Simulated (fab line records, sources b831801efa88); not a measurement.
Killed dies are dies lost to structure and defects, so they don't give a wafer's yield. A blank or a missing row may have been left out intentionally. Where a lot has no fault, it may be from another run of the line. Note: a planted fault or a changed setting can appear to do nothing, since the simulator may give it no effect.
Matching of chambers + flow sky130 + 4 sister chambers for SKY_METAL3_ETCH_17 on rie_diel-02
The step etches SiO2 in C4F8/O2/Ar, stops on TiN, time 3.9 s, target depth 15 nm. 8 wafers are shown with their chamber, then 11 later ones without.

WAFERS PAIRED WITH THEIR CHAMBERS
| wafer  | chamber | oes_product_au (a.u.) |
|--------|---------|-----------------------|
| L081.4 | 3       | 0.762                 |
| L086.4 | 2       | 0.768                 |
| L089.1 | 2       | 0.735                 |
| L089.3 | 3       | 0.740                 |
| L091.2 | 0       | 0.740                 |
| L091.5 | 1       | 0.752                 |
| L091.6 | 0       | 0.752                 |
| L092.1 | 1       | 0.748                 |

WAFERS WITH NO CHAMBER GIVEN
| wafer  | oes_product_au (a.u.) |
|--------|-----------------------|
| L092.2 | 0.759                 |
| L092.3 | 0.745                 |
| L092.4 | 0.765                 |
| L092.5 | 0.749                 |
| L092.6 | 0.767                 |
| L094.3 | 0.755                 |
| L094.4 | 0.749                 |
| L094.5 | 0.752                 |
| L097.1 | 0.758                 |
| L097.3 | 0.741                 |
| L097.4 | 0.763                 |

WHICH CHAMBER EACH WENT THROUGH
| wafer  | from the rows above               | in truth |
|--------|-----------------------------------|----------|
| L092.2 | can't be placed: 2 or 3 or 1 or 0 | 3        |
| L092.3 | can't be placed: 0 or 1 or 3 or 2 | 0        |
| L092.4 | can't be placed: 2 or 3 or 1 or 0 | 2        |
| L092.5 | can't be placed: 1 or 3 or 2 or 0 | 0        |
| L092.6 | can't be placed: 2 or 3 or 1 or 0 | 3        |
| L094.3 | can't be placed: 2 or 3 or 1 or 0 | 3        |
| L094.4 | can't be placed: 1 or 3 or 2 or 0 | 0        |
| L094.5 | can't be placed: 2 or 3 or 1 or 0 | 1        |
| L097.1 | can't be placed: 2 or 3 or 1 or 0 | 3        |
| L097.3 | can't be placed: 0 or 1 or 3 or 2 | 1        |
| L097.4 | can't be placed: 2 or 3 or 1 or 0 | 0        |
Placed correctly: 0 of 11. Can't be placed from these rows: 11 (the true chamber is among the candidates in 11). 0 placed wrongly.
How it was worked out, from the rows above alone: a wafer's distance from a chamber is the root of the sum, over the readings, of the square of ((its reading less the chamber's mean) divided by the reading's scatter). The wafer belongs to the nearest chamber; if the next one is less than 2 further off, it can't be placed. For every chamber, the mean is computed from those of its wafers that are shown. The scatter: the root of (the sum of the squares of (reading less its chamber's mean) over the shown wafers, divided by (wafers less chambers)).
